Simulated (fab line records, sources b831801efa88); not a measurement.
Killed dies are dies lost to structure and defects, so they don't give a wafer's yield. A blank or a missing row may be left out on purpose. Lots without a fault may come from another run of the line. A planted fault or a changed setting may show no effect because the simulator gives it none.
fab line records | flow sky130
record lots=7 wafers=21 last_day=47
route steps=708 shown POLY_CUT@312 SD_P@320 PAD_OPEN@708
lots that met no fault: from a run of the same line without faults
start_h: hours from the record's first day to the start of the lot's first wafer shown | wait_h: hours since the lot's step before | " the same as in the row above | L1.1+2: a row that stands for several wafers | - no value, or no start given | * or withheld: withheld | < > ~ a bound
route shown NAME@n: a module of which the file shows steps, and the number in the route of the first | usual: mean/standard deviation of fault-free wafers | same: alike in all rows | chamber/n: place in a boat | sites: the reading at each site | _std_site: their standard deviation | _edge_site: outer sites' mean less inner sites' | radius_mm: how far each site lies from the wafer's centre | mask NAME#n: copy n | behind: the tool/chamber that last shaped the wafer | hold: why the lot was held/for how many hours/how that ended | device: the transistor (n, p or np) that didn't switch | end of line: the same wafers' tests at the end of the route | a step without rows: its recipe alone | killed: dies lost to structure and defects at the first sort, not the wafer's yield | map: a wafer's dies, x killed, . not, _ none there
set.NAME: the setting as run; set.NAME@STEP: as run at that earlier step | model.NAME: the simulator's own value behind a step, which no gauge read
lots at some steps of the route; a table a step, a row a wafer
services: from which hour (start_h, from the record's first day; less than 0 if before it) a tool's chamber was out of use, for how many hours, and why
## steps
# step SKY_POLY_CUT_EXPOSE_05
# recipe mask_id=NPCM na=0.8 source_shape=annular sigma_inner=0.55 sigma_outer=0.85 target_cd_nm=270 dose_mj=32
# step SKY_POLY_CUT_PEB_06
# recipe peb_temp_c=withheld peb_time_s=withheld resist=KrF-thick
# step SKY_POLY_CUT_DEVELOP_07
# recipe develop_time_s=60 resist=KrF-thick dev_temp_c=21
# step SKY_POLY_CUT_CD_MEAS_08
# recipe target_cd_nm=270
# usual cd_nm=269.9/1.5
# columns lot.wafer tool chamber start_h wait_h cd_nm
L313.1 cd_sem-02 - 557.45 - 272.1
L313.4 " - " " 271.9
L313.5 " - " " 271.3
L314.1 cd_sem-02 - 569.15 - 268.0
L314.3 " - " " 267.0
L314.6 " - " " 269.4
L317.4 cd_sem-01 - 602.86 - 273.7
L317.5 " - " " 271.9
L317.6 " - " " 271.8
L319.1 cd_sem-02 - 611.73 - 269.4
L319.2 " - " " 269.0
L319.3 " - " " 269.1
L318.2 cd_sem-02 - 612.71 - 268.5
L318.5 " - " " 268.6
L318.6 " - " " 270.3
L320.4 cd_sem-02 - 622.85 - 271.9
L320.5 " - " " 270.2
L320.6 " - " " 271.4
L321.2 cd_sem-02 - 641.31 - 270.5
L321.4 " - " " 271.6
L321.5 " - " " 270.3
# step SKY_POLY_CUT_OVL_MEAS_09
# usual POLY_CUT_OVL=-1/6
# columns lot.wafer tool chamber start_h wait_h POLY_CUT_OVL[nm]
L313.1 overlay-02 - 557.57 0.1 2
L313.4 " - " " 9
L313.5 " - " " 1
L314.1 overlay-02 - 569.27 0.1 -4
L314.3 " - " " -9
L314.6 " - " " -10
L317.4 overlay-01 - 602.94 0.1 -1
L317.5 " - " " 8
L317.6 " - " " 1
L319.1 overlay-01 - 611.85 0.1 -5
L319.2 " - " " 1
L319.3 " - " " -7
L318.2 overlay-02 - 612.81 0.1 -5
L318.5 " - " " -9
L318.6 " - " " -2
L320.4 overlay-01 - 622.93 0.1 0
L320.5 " - " " -11
L320.6 " - " " -5
L321.2 overlay-02 - 641.41 0.1 -11
L321.4 " - " " -5
L321.5 " - " " -2
# step SKY_POLY_CUT_ETCH_10
# recipe chemistry=N2/H2 target=BARC ion_energy_ev=200 source_w=500 bias_w=100 pressure_mtorr=30 n2_flow_sccm=100 h2_flow_sccm=200 stop_on=SiO2 time_s=45.9 target_depth_a=600
# usual drypump_motor_current_A=5.7/0.43 oes_product_au=0.854/0.0049 throttle_valve_pct=13.225/0.0085
# columns lot.wafer tool chamber start_h wait_h drypump_motor_current_A oes_product_au rf_hours_counter_h throttle_valve_pct
L313.1 rie_diel-02 0 557.61 0.0 5.2 0.857 3 13.231
L313.4 " 1 " " 5.8 0.852 39 13.232
L313.5 " 3 " " 5.3 0.860 - 13.223
L314.1 rie_diel-02 1 569.31 0.0 5.8 0.852 39 13.227
L314.3 " 3 " " 5.3 0.855 7 13.234
L314.6 " 2 " " 5.6 0.858 - 13.219
L317.4 rie_diel-01 2 602.96 0.0 4.9 0.862 12 13.227
L317.5 " 2 " " 4.9 0.849 - 13.221
L317.6 " 1 " " 6.2 0.846 - 13.214
L319.1 rie_diel-04 1 611.89 0.0 6.0 0.857 0 13.218
L319.2 " 3 " " 6.0 0.846 52 13.236
L319.3 " 0 " " 5.7 0.857 5 13.229
L318.2 rie_diel-01 0 612.84 0.0 5.7 0.850 27 13.219
L318.5 " 0 " " 5.7 0.844 - 13.224
L318.6 " 3 " " 5.2 0.855 - 13.209
L320.4 rie_diel-04 2 622.94 0.0 6.4 0.854 37 13.215
L320.5 " 3 " " 6.0 0.853 - 13.232
L320.6 " 0 " " 5.7 0.850 - 13.238
L321.2 rie_diel-04 0 641.44 0.0 5.7 0.861 6 13.234
L321.4 " 2 " " 6.4 0.862 38 13.231
L321.5 " 3 " " 6.1 0.854 - 13.224
# step SKY_POLY_CUT_ETCH_11
# recipe target=Si3N4 chemistry=CF4/CH2F2/Ar stop_on=poly-Si source_w=600 bias_w=150 pressure_mtorr=40 cf4_flow_sccm=40 ch2f2_flow_sccm=20 Ar_flow_sccm=150 time_s=42.5 target_depth_a=600
# usual cf4_flow_sccm=40.00/0.11 drypump_motor_current_A=5.7/0.43 oes_product_au=0.827/0.0062 throttle_valve_pct=14.995/0.0089
# columns lot.wafer tool chamber start_h wait_h cf4_flow_sccm drypump_motor_current_A oes_product_au rf_hours_counter_h throttle_valve_pct
L313.1 rie_diel-02 0 557.65 0.0 39.94 5.2 0.816 3 14.995
L313.4 " 1 " " 39.75 5.8 0.813 39 15.000
L313.5 " 3 " " 40.12 5.3 0.810 - 14.990
L314.1 rie_diel-02 1 569.35 0.0 39.91 5.8 0.824 39 14.986
L314.3 " 3 " " 40.02 5.3 0.822 7 15.003
L314.6 " 2 " " 39.97 5.6 0.821 - 14.994
L317.4 rie_diel-01 2 603.00 0.0 40.06 4.9 0.829 12 14.999
L317.5 " 2 " " 39.91 4.9 0.830 - 14.999
L317.6 " 1 " " 39.95 6.2 0.826 - 15.015
L319.1 rie_diel-04 1 611.93 0.0 40.03 6.0 0.829 0 14.998
L319.2 " 3 " " 40.14 6.0 0.829 52 15.006
L319.3 " 0 " " 40.12 5.7 0.840 5 14.989
L318.2 rie_diel-01 0 612.89 0.0 40.04 5.7 0.832 27 14.994
L318.5 " 0 " " 40.23 5.7 0.827 - 14.990
L318.6 " 3 " " 40.09 5.2 0.833 - 14.991
L320.4 rie_diel-04 2 622.99 0.0 39.95 6.4 0.823 37 14.995
L320.5 " 3 " " 40.06 6.0 0.826 - 14.999
L320.6 " 0 " " 40.00 5.7 0.816 - 14.982
L321.2 rie_diel-04 0 641.49 0.0 40.04 5.7 0.824 6 14.990
L321.4 " 2 " " 40.03 6.4 0.827 38 15.012
L321.5 " 3 " " 39.95 6.0 0.826 - 15.001
# step SKY_POLY_CUT_STRIP_12
# recipe chemistry=O2/N2 power_w=1400 pressure_mtorr=1500 platen_temp_c=withheld o2_flow_sccm=3000 n2_flow_sccm=300 overash_fraction=0.5
# usual drypump_motor_current_A=5.8/0.52 o2_flow_sccm=3000/9.7 oes_product_au=0.452/0.0048 strip_time_to_endpoint_s=5.353/0.016
# columns lot.wafer tool chamber start_h wait_h drypump_motor_current_A o2_flow_sccm oes_product_au rf_hours_counter_h strip_time_to_endpoint_s
L313.1 plasma_asher-04 0 557.69 0.0 6.3 2984 0.448 89 5.374
L313.4 " 1 " " 6.3 2993 0.463 - 5.370
L313.5 " 1 " " 6.3 3003 0.453 - 5.366
L314.1 plasma_asher-01 0 569.39 0.0 5.3 2986 0.451 80 5.356
L314.3 " 0 " " 5.2 3001 0.450 - 5.368
L314.6 " 1 " " 5.5 3010 0.456 - 5.354
L317.4 plasma_asher-01 0 603.07 0.1 5.2 3004 0.458 - 5.363
L317.5 " 0 " " 5.3 3006 0.462 - 5.365
L317.6 " 1 " " 5.5 2999 0.453 - 5.354
L319.1 plasma_asher-03 0 611.97 0.0 5.7 2984 0.442 18 5.339
L319.2 " 1 " " 6.7 2990 0.454 18 5.342
L319.3 " 1 " " 6.7 3012 0.450 - 5.379
L318.2 plasma_asher-01 0 612.93 0.0 5.3 2999 0.452 85 5.365
L318.5 " 0 " " 5.3 3009 0.452 - 5.347
L318.6 " 1 " " 5.5 3002 0.448 - 5.348
L320.4 plasma_asher-04 1 623.06 0.1 6.3 2989 0.447 - 5.333
L320.5 " 0 " " 6.2 3001 0.459 - 5.359
L320.6 " 1 " " 6.3 3006 0.449 - 5.341
L321.2 plasma_asher-01 0 641.53 0.0 5.2 2997 0.457 88 5.353
L321.4 " 1 " " 5.5 3010 0.455 - 5.342
L321.5 " 1 " " 5.4 3005 0.456 - 5.347
# step SKY_SD_P_DEHYDRATE_00
# recipe temp_c=200 time_s=60
# step SKY_SD_P_HMDS_01
# recipe prime_time_s=60 prime_temp_c=120.3
# step SKY_SD_P_COAT_02
# recipe resist=NOVOLAK spin_rpm=3000 resist_thk_nm=1140
# step SKY_SD_P_SOFTBAKE_03
# recipe temp_c=90 time_s=60 resist=NOVOLAK
# step SKY_SD_P_EXPOSE_04
# recipe mask_id=PSDM na=0.6 source_shape=conventional sigma_outer=0.6 polarization=unpolarized target_cd_nm=380 dose_mj=138
# columns lot.wafer tool chamber start_h wait_h mask model.SD_P.overlay_x_nm
L313.1+4+5 iline_stepper-01 0 572.44 - PSDM#0 0.4739
L314.1+3+6 iline_stepper-01 0 585.26 - PSDM#0 -0.7542
L317.4+5+6 iline_stepper-02 0 617.39 - PSDM#0 0.4985
L319.1+2+3 iline_stepper-01 0 626.54 - PSDM#0 0.1076
L318.2+5+6 iline_stepper-01 0 627.46 - PSDM#0 69.56
L320.4+5+6 iline_stepper-01 0 638.42 - PSDM#0 68.64
L321.2+4+5 iline_stepper-01 0 655.69 - PSDM#0 69.1
# step SKY_SD_P_PEB_05
# recipe temp_c=withheld time_s=* resist=NOVOLAK
# step SKY_SD_P_DEVELOP_06
# recipe resist=NOVOLAK developer=TMAH develop_time_s=60 dev_temp_c=23
# step SKY_SD_P_CD_MEAS_07
# recipe target_cd_nm=380
# usual cd_nm=380.2/1.8
# columns lot.wafer tool chamber start_h wait_h cd_nm
L313.1 cd_sem-02 - 587.04 0.1 380.8
L313.4 " - " " 382.5
L313.5 " - " " 382.5
L314.1 cd_sem-01 - 599.58 0.1 382.4
L314.3 " - " " 380.0
L314.6 " - " " 383.1
L317.4 cd_sem-01 - 631.80 0.1 381.4
L317.5 " - " " 378.7
L317.6 " - " " 382.4
L319.1 cd_sem-01 - 640.83 0.1 381.0
L319.2 " - " " 380.6
L319.3 " - " " 383.1
L318.2 cd_sem-01 - 641.95 0.1 379.7
L318.5 " - " " 380.4
L318.6 " - " " 379.3
L320.4 cd_sem-02 - 651.24 0.1 379.5
L320.5 " - " " 379.9
L320.6 " - " " 377.1
L321.2 cd_sem-02 - 670.16 0.1 377.1
L321.4 " - " " 377.4
L321.5 " - " " 378.2
# step SKY_SD_P_OVL_MEAS_08
# usual SD_P_OVL=-0.2/1.3
# columns lot.wafer tool chamber start_h wait_h SD_P_OVL[nm]
L313.1 overlay-01 - 587.16 0.1 1.4
L313.4 " - " " 1.0
L313.5 " - " " 1.0
L314.1 overlay-02 - 599.70 0.1 0.3
L314.3 " - " " -2.8
L314.6 " - " " -0.6
L317.4 overlay-01 - 631.87 0.1 2.5
L317.5 " - " " 1.0
L317.6 " - " " 0.6
L319.1 overlay-01 - 640.95 0.1 1.0
L319.2 " - " " 0.2
L319.3 " - " " -0.1
L318.2 overlay-02 - 642.06 0.1 69.2
L318.5 " - " " 65.5
L318.6 " - " " 69.6
L320.4 overlay-02 - 651.32 0.1 68.2
L320.5 " - " " 67.7
L320.6 " - " " 67.8
L321.2 overlay-02 - 670.26 0.1 67.4
L321.4 " - " " 68.6
L321.5 " - " " 69.5
# step SKY_SD_P_IMPLANT_09
# recipe species=BF2 energy_kev=20 dose_cm2=3e+15 tilt_deg=0
# step SKY_PAD_OPEN_PROBE_99
# usual killed_at_M0_to_M3=42/7 killed_at_M4_up=3.2/1.6 killed_at_contacts=24/5.8 killed_at_front_end=16/4.3 killed_at_other=0.3/0.62 killed_dies=86/9.5 killed_open=46/6.4 killed_short=39/6.3
# same gross_dies=492 killed_at_back_side=0
# columns lot.wafer tool chamber start_h wait_h killed_at_M0_to_M3 killed_at_M4_up killed_at_contacts killed_at_front_end killed_at_other killed_dies killed_open killed_short
L313.1 prober-02 - 1077.51 0.1 47 3 20 18 0 88 46 42
L313.4 prober-02 - 1077.66 0.2 40 2 23 20 0 85 51 34
L313.5 prober-02 - 1077.71 0.2 50 2 29 22 0 103 62 41
L314.1 prober-01 - 1084.45 0.1 60 5 23 17 0 105 62 43
L314.3 prober-01 - 1084.55 0.2 44 3 25 11 0 83 46 36
L314.6 prober-01 - 1084.70 0.2 41 2 19 17 0 79 35 44
L317.4 prober-02 - 1107.56 0.2 50 1 15 19 1 86 54 31
L317.5 prober-02 - 1107.61 0.2 39 3 25 17 0 84 47 36
L317.6 prober-02 - 1107.66 0.2 48 4 12 14 3 81 44 34
L319.1 prober-01 - 1114.38 0.1 56 2 30 14 0 102 53 48
L319.2 prober-01 - 1114.43 0.1 32 2 25 10 1 70 34 36
L319.3 prober-01 - 1114.48 0.2 44 4 19 22 0 89 48 40
L318.2 prober-02 - 1116.57 0.1 49 2 26 14 0 91 47 44
L318.5 prober-02 - 1116.72 0.2 47 3 31 10 0 91 46 45
L318.6 prober-02 - 1116.77 0.2 41 3 20 13 0 77 36 41
L320.4 prober-01 - 1121.85 0.2 30 5 26 17 0 78 41 37
L320.5 prober-01 - 1121.90 0.2 38 1 23 11 0 73 38 35
L320.6 prober-01 - 1121.95 0.2 41 4 22 21 0 88 42 46
L321.2 prober-01 - 1136.52 0.1 52 3 23 7 0 85 43 42
L321.4 prober-01 - 1136.62 0.2 39 3 33 13 1 89 49 39
L321.5 prober-01 - 1136.67 0.2 38 4 29 11 0 82 51 31
# killed by level:class
L313.1 VIA1:geometric_particle:open=14 CONTACT:geometric_particle:open=10 METAL2:geometric_particle:short=7 FIELD_ISO:geometric_particle:short=6 CONTACT:geometric_particle:short=6 POLY_GATE:geometric_particle:short=4 VIA2:geometric_particle:open=4 LI_CONTACT:geometric_particle:open=4
L313.4 VIA1:geometric_particle:open=14 LI_CONTACT:geometric_particle:open=9 CONTACT:geometric_particle:open=8 POLY_GATE:geometric_particle:short=6 VIA2:geometric_particle:open=6 FIELD_ISO:geometric_particle:open=4 METAL1:geometric_particle:short=4 METAL2:geometric_particle:short=4
L313.5 CONTACT:geometric_particle:open=11 VIA1:geometric_particle:open=11 POLY_GATE:geometric_particle:open=10 VIA3:geometric_particle:open=10 VIA2:geometric_particle:open=6 POLY_GATE:geometric_particle:short=5 LI_CONTACT:geometric_particle:open=5 LOCAL_INTERCONNECT:geometric_particle:short=5
L314.1 VIA1:geometric_particle:open=16 CONTACT:geometric_particle:open=13 VIA3:geometric_particle:open=9 METAL1:geometric_particle:short=7 VIA1:geometric_particle:short=7 VIA2:geometric_particle:open=7 FIELD_ISO:geometric_particle:open=4 LI_CONTACT:geometric_particle:open=4
L314.3 LI_CONTACT:geometric_particle:open=8 VIA2:geometric_particle:open=7 VIA3:geometric_particle:open=7 METAL1:geometric_particle:short=6 CONTACT:geometric_particle:open=6 VIA1:geometric_particle:open=6 FIELD_ISO:geometric_particle:open=4 LOCAL_INTERCONNECT:geometric_particle:short=4
L314.6 METAL1:geometric_particle:short=9 CONTACT:geometric_particle:open=7 VIA1:geometric_particle:short=7 FIELD_ISO:geometric_particle:short=6 LI_CONTACT:geometric_particle:open=6 VIA2:geometric_particle:open=6 POLY_GATE:geometric_particle:open=4 METAL2:geometric_particle:short=4
L317.4 VIA1:geometric_particle:open=11 VIA2:geometric_particle:open=11 CONTACT:geometric_particle:open=7 POLY_GATE:geometric_particle:open=6 FIELD_ISO:geometric_particle:open=5 METAL1:geometric_particle:short=5 VIA1:geometric_particle:short=5 VIA3:geometric_particle:open=5
L317.5 VIA1:geometric_particle:open=16 LOCAL_INTERCONNECT:geometric_particle:short=9 VIA3:geometric_particle:open=8 FIELD_ISO:geometric_particle:short=7 LI_CONTACT:geometric_particle:open=6 CONTACT:geometric_particle:open=5 FIELD_ISO:geometric_particle:open=4 CONTACT:geometric_particle:short=4
L317.6 VIA1:geometric_particle:open=7 VIA3:geometric_particle:open=7 CONTACT:geometric_particle:open=6 VIA2:geometric_particle:open=6 METAL1:geometric_particle:short=4 METAL2:geometric_particle:short=4 METAL2:coat_microbubble_printed=3 FIELD_ISO:geometric_particle:open=3
L319.1 CONTACT:geometric_particle:open=9 METAL2:geometric_particle:short=9 VIA1:geometric_particle:short=8 VIA1:geometric_particle:open=8 LI_CONTACT:geometric_particle:open=7 VIA2:geometric_particle:open=7 LI_CONTACT:geometric_particle:short=6 VIA2:geometric_particle:short=6
L319.2 CONTACT:geometric_particle:open=9 VIA1:geometric_particle:short=8 LI_CONTACT:geometric_particle:open=7 CONTACT:geometric_particle:short=5 METAL1:geometric_particle:short=5 VIA3:geometric_particle:open=4 VIA2:geometric_particle:open=4 FIELD_ISO:geometric_particle:short=3
L319.3 VIA1:geometric_particle:open=12 VIA2:geometric_particle:open=7 CONTACT:geometric_particle:short=6 CONTACT:geometric_particle:open=6 VIA3:geometric_particle:short=6 POLY_GATE:geometric_particle:open=5 VIA3:geometric_particle:open=5 POLY_GATE:geometric_particle:short=4
L318.2 VIA3:geometric_particle:open=13 LI_CONTACT:geometric_particle:open=7 CONTACT:geometric_particle:open=7 POLY_GATE:geometric_particle:short=6 LOCAL_INTERCONNECT:geometric_particle:short=6 METAL1:geometric_particle:short=6 VIA1:geometric_particle:short=6 VIA1:geometric_particle:open=6
L318.5 LI_CONTACT:geometric_particle:open=9 VIA3:geometric_particle:open=9 VIA1:geometric_particle:open=9 LOCAL_INTERCONNECT:geometric_particle:short=7 CONTACT:geometric_particle:open=7 METAL1:geometric_particle:short=6 METAL2:geometric_particle:short=6 LI_CONTACT:geometric_particle:short=4
L318.6 METAL1:geometric_particle:short=9 VIA1:geometric_particle:open=8 CONTACT:geometric_particle:open=8 METAL2:geometric_particle:short=6 FIELD_ISO:geometric_particle:short=5 LI_CONTACT:geometric_particle:open=5 METAL3:geometric_particle:short=5 FIELD_ISO:geometric_particle:open=4
L320.4 VIA2:geometric_particle:open=9 LI_CONTACT:geometric_particle:open=7 CONTACT:geometric_particle:open=6 POLY_GATE:geometric_particle:short=5 LOCAL_INTERCONNECT:geometric_particle:short=5 FIELD_ISO:geometric_particle:open=4 POLY_GATE:geometric_particle:open=4 CONTACT:geometric_particle:short=4
L320.5 VIA3:geometric_particle:open=9 CONTACT:geometric_particle:open=7 FIELD_ISO:geometric_particle:short=6 LOCAL_INTERCONNECT:geometric_particle:short=5 CONTACT:geometric_particle:short=5 VIA2:geometric_particle:open=5 VIA1:geometric_particle:open=5 LI_CONTACT:geometric_particle:open=4
L320.6 LI_CONTACT:geometric_particle:open=10 FIELD_ISO:geometric_particle:short=8 METAL1:geometric_particle:short=7 VIA2:geometric_particle:open=6 METAL2:geometric_particle:short=5 VIA1:geometric_particle:open=5 VIA3:geometric_particle:open=5 POLY_GATE:geometric_particle:short=4
L321.2 METAL2:geometric_particle:short=13 VIA1:geometric_particle:open=9 LI_CONTACT:geometric_particle:open=9 VIA3:geometric_particle:open=8 CONTACT:geometric_particle:open=6 METAL1:geometric_particle:short=6 CONTACT:geometric_particle:short=5 FIELD_ISO:geometric_particle:open=3
L321.4 LI_CONTACT:geometric_particle:open=10 CONTACT:geometric_particle:open=10 METAL1:geometric_particle:short=10 VIA1:geometric_particle:open=8 CONTACT:geometric_particle:short=6 VIA3:geometric_particle:open=6 VIA2:geometric_particle:open=5 FIELD_ISO:geometric_particle:short=4
L321.5 VIA1:geometric_particle:open=10 VIA3:geometric_particle:open=10 CONTACT:geometric_particle:open=8 LI_CONTACT:geometric_particle:open=6 LOCAL_INTERCONNECT:geometric_particle:short=5 LOCAL_INTERCONNECT:geometric_particle:open=5 POLY_GATE:geometric_particle:short=4 METAL4:geometric_particle:short=4
## services
# columns tool chamber start_h hours kind
rie_diel-02 2 535.04 4.4 repair
iline_stepper-02 0 540.86 - calibration
rie_diel-04 1 545.14 20.7 repair
rie_diel-01 - 563.56 0.3 repair
rie_diel-04 1 565.82 - clean
rie_diel-04 1 565.82 34.6 scheduled_down
rie_diel-04 1 565.82 34.6 vent_cycle
rie_diel-01 - 573.70 0.4 repair
iline_stepper-01 - 575.46 6.6 repair
rie_diel-02 - 589.51 4.1 repair
iline_stepper-01 - 611.88 0.6 repair
iline_stepper-01 - 634.97 1.7 pm
## key
first_sign step=SKY_SD_P_OVL_MEAS_08 reading=SD_P_OVL direction=up sigmas=53 usual=-0.2 struck=68.2
effect none on later readings
model_effect step=SKY_SD_P_EXPOSE_04 value=SD_P.overlay_x_nm without=0.2838 struck=69.1
met_at SKY_SD_P_EXPOSE_04
struck_wafers L318.2,L318.5,L318.6,L320.4,L320.5,L320.6,L321.2,L321.4,L321.5
tester_left_out L318,L320,L321
onset_between 626.54 627.46
also_fits time
fault kind=scanner_matching_overlay tool=iline_stepper-01 chamber=- onset_h=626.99 steps=SKY_SD_P_EXPOSE_04 offset=68.818
# tester_left_out: of these lots the tester's yield and bins aren't shown, on N5 and GAA mostly nor the transistor test; their killed dies are dies lost to structure and defects alone, not to doping, threshold or leakage, so they don't give the yield
